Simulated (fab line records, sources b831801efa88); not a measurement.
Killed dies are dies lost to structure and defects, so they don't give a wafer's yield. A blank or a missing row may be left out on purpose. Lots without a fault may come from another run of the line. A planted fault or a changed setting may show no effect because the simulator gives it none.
Which tool did it? | flow sky130 | 15 lots, 45 wafers sampled, at 3 steps of a route of 708

WHAT THE GAUGES READ, wafer by wafer
SKY_RES_XHIGH_TW_MEAS_09. Usual: RES_XHIGH_TW 1636, standard deviation 15.
lot  | measured     | on            | RES_XHIGH_TW   | flag
L376 | day 27 01:28 | film_metro-03 | 1643 1637 1635 |
L377 | day 27 10:17 | film_metro-01 | 1618 1619 1623 |
L380 | day 29 06:13 | film_metro-01 | 1620 1622 1624 |
L382 | day 30 00:46 | film_metro-02 | 1650 1649 1635 |
L384 | day 31 00:19 | film_metro-01 | 1628 1619 1606 |
L385 | day 31 00:36 | film_metro-01 | 1617 1620 1617 |
L390 | day 31 21:43 | film_metro-03 | 1638 1647 1640 |
L391 | day 31 22:07 | film_metro-02 | 30 30 30       | OFF
L392 | day 32 06:25 | film_metro-01 | 30 30 30       | OFF
L393 | day 32 15:16 | film_metro-03 | 30 30 30       | OFF
L394 | day 33 06:15 | film_metro-03 | 1637 1646 1644 |
L395 | day 34 00:22 | film_metro-03 | 1657 1653 1643 |
L397 | day 34 00:26 | film_metro-02 | 1667 1653 1667 |
L396 | day 34 02:43 | film_metro-01 | 1626 1628 1620 |
L398 | day 34 10:24 | film_metro-01 | 1628 1628 1626 |

WHICH TOOL RAN EACH LOT (tool, then ch and the chambers of the sampled wafers, then the start)
lot  | SKY_SD_P_STRIP_10                    | SKY_RES_XHIGH_STRIP_08
L376 | plasma_asher-03 ch 0,1, day 25 19:52 | plasma_asher-04 ch 0,1, day 27 01:22
L377 | plasma_asher-02 ch 0,1, day 26 05:18 | plasma_asher-03 ch 0,1, day 27 10:12
L380 | plasma_asher-03 ch 0,1, day 28 02:12 | plasma_asher-01 ch 0,1, day 29 06:08
L382 | plasma_asher-03 ch 0, day 28 21:07   | plasma_asher-01 ch 0,1, day 30 00:40
L384 | plasma_asher-02 ch 0,1, day 29 20:37 | plasma_asher-01 ch 0,1, day 31 00:12
L385 | plasma_asher-03 ch 0,1, day 29 20:55 | plasma_asher-03 ch 0,1, day 31 00:30
L390 | plasma_asher-03 ch 0,1, day 30 17:57 | plasma_asher-01 ch 0,1, day 31 21:38
L391 | plasma_asher-02 ch 0,1, day 30 18:13 | plasma_asher-03 ch 0,1, day 31 22:01
L392 | plasma_asher-02 ch 0,1, day 31 02:39 | plasma_asher-03 ch 0,1, day 32 06:20
L393 | plasma_asher-03 ch 0,1, day 31 12:58 | plasma_asher-04 ch 0,1, day 32 15:09
L394 | plasma_asher-02 ch 0,1, day 32 03:34 | plasma_asher-03 ch 0,1, day 33 06:09
L395 | plasma_asher-04 ch 0,1, day 32 21:40 | plasma_asher-03 ch 0, day 34 00:16
L397 | plasma_asher-02 ch 0,1, day 32 21:58 | plasma_asher-04 ch 1, day 34 00:19
L396 | plasma_asher-04 ch 0,1, day 32 23:55 | plasma_asher-03 ch 0,1, day 34 02:37
L398 | plasma_asher-04 ch 0,1, day 33 07:19 | plasma_asher-04 ch 0,1, day 34 10:18
- SKY_SD_P_STRIP_10: strips in O2/N2.
- SKY_RES_XHIGH_STRIP_08: strips in O2/N2.

WHAT THE TOOLS THEMSELVES READ (means of the sampled wafers that have a number; where no wafer has one, the mark that the record gives instead)
SKY_SD_P_STRIP_10. Usual: chamber_pressure_mTorr 1500.3 mTorr, standard deviation 1.3; drypump_motor_current_A 5.9 A, standard deviation 0.38; oes_product_au 0.618 a.u., standard deviation 0.0045; strip_time_to_endpoint_s 17.49 s, standard deviation 0.049.
lot  | tool            | chamber_pressure_mTorr (mTorr) | drypump_motor_current_A (A) | oes_product_au (a.u.) | strip_time_to_endpoint_s (s) | flag
L376 | plasma_asher-03 | 1500.4                         | 5.8                         | 0.619                 | 17.53                        |
L377 | plasma_asher-02 | 1498.8                         | 6.0                         | 0.619                 | 17.54                        |
L380 | plasma_asher-03 | 1500.6                         | 5.8                         | 0.617                 | 17.52                        |
L382 | plasma_asher-03 | 1500.2                         | 5.9                         | 0.617                 | 17.40                        |
L384 | plasma_asher-02 | 1500.8                         | 6.0                         | 0.617                 | 17.49                        |
L385 | plasma_asher-03 | 1500.5                         | 5.8                         | 0.621                 | 17.51                        |
L390 | plasma_asher-03 | 1500.4                         | 5.7                         | 0.616                 | 17.55                        |
L391 | plasma_asher-02 | -                              | -                           | -                     | -                            | OFF
L392 | plasma_asher-02 | -                              | -                           | -                     | -                            | OFF
L393 | plasma_asher-03 | -                              | -                           | -                     | -                            | OFF
L394 | plasma_asher-02 | 1499.0                         | 6.3                         | 0.621                 | 17.46                        |
L395 | plasma_asher-04 | 1500.2                         | 5.7                         | 0.615                 | 17.56                        |
L397 | plasma_asher-02 | 1500.5                         | 6.0                         | 0.618                 | 17.45                        |
L396 | plasma_asher-04 | 1501.3                         | 5.7                         | 0.614                 | 17.47                        |
L398 | plasma_asher-04 | 1501.8                         | 5.4                         | 0.614                 | 17.47                        |

SKY_RES_XHIGH_STRIP_08. Usual: chamber_pressure_mTorr 1499.9 mTorr, standard deviation 1.4; drypump_motor_current_A 5.7 A, standard deviation 0.31; oes_product_au 0.711 a.u., standard deviation 0.0047; strip_time_to_endpoint_s 14.27 s, standard deviation 0.044.
lot  | tool            | chamber_pressure_mTorr (mTorr) | drypump_motor_current_A (A) | oes_product_au (a.u.) | strip_time_to_endpoint_s (s) | flag
L376 | plasma_asher-04 | 1499.4                         | 5.4                         | 0.710                 | 14.28                        |
L377 | plasma_asher-03 | 1500.0                         | 5.9                         | 0.709                 | 14.26                        |
L380 | plasma_asher-01 | 1500.4                         | 5.8                         | 0.711                 | 14.23                        |
L382 | plasma_asher-01 | 1499.7                         | 5.6                         | 0.708                 | 14.27                        |
L384 | plasma_asher-01 | 1500.1                         | 5.6                         | 0.712                 | 14.34                        |
L385 | plasma_asher-03 | 1499.0                         | 5.8                         | 0.710                 | 14.25                        |
L390 | plasma_asher-01 | 1500.8                         | 5.8                         | 0.708                 | 14.34                        |
L391 | plasma_asher-03 | 1499.3                         | 5.8                         | 0.714                 | 31.36                        | OFF
L392 | plasma_asher-03 | 1501.0                         | 5.8                         | 0.714                 | 31.36                        | OFF
L393 | plasma_asher-04 | 1500.7                         | 5.5                         | 0.719                 | 31.29                        | OFF
L394 | plasma_asher-03 | 1500.2                         | 5.8                         | 0.712                 | 14.26                        |
L395 | plasma_asher-03 | 1500.9                         | 5.9                         | 0.712                 | 14.24                        |
L397 | plasma_asher-04 | 1499.5                         | 5.2                         | 0.713                 | 14.36                        |
L396 | plasma_asher-03 | 1499.8                         | 5.7                         | 0.708                 | 14.31                        |
L398 | plasma_asher-04 | 1500.4                         | 5.7                         | 0.712                 | 14.27                        |

THE ANSWER, worked out from the rows above alone
Rule: a lot is off if the mean of its wafers that have a number lies more than 3 standard deviations from the usual mean. A lot without any number at a reading at which 4 lots or more have one is off too. The other lots that the step has rows for count as sound. The gauges are gone through in route order, then the tools' own readings, and for those a lot's mean is taken as printed above. The first step at which some lot is off is used, and at that step the reading that is off furthest; a lot without a number counts as furthest.
Off: L391, L392, L393, at SKY_RES_XHIGH_TW_MEAS_09 (RES_XHIGH_TW).
A tool fits if, at a process step before that reading, it ran every lot that is off, and no sound lot after the first of them. The gauges at SKY_RES_XHIGH_TW_MEAS_09 aren't tried: what is off there is off at SKY_SD_P_STRIP_10 too, on other tools, and a gauge's error can't cause that. None of those tried fits.

WHAT THE SIMULATOR HAD PUT IN
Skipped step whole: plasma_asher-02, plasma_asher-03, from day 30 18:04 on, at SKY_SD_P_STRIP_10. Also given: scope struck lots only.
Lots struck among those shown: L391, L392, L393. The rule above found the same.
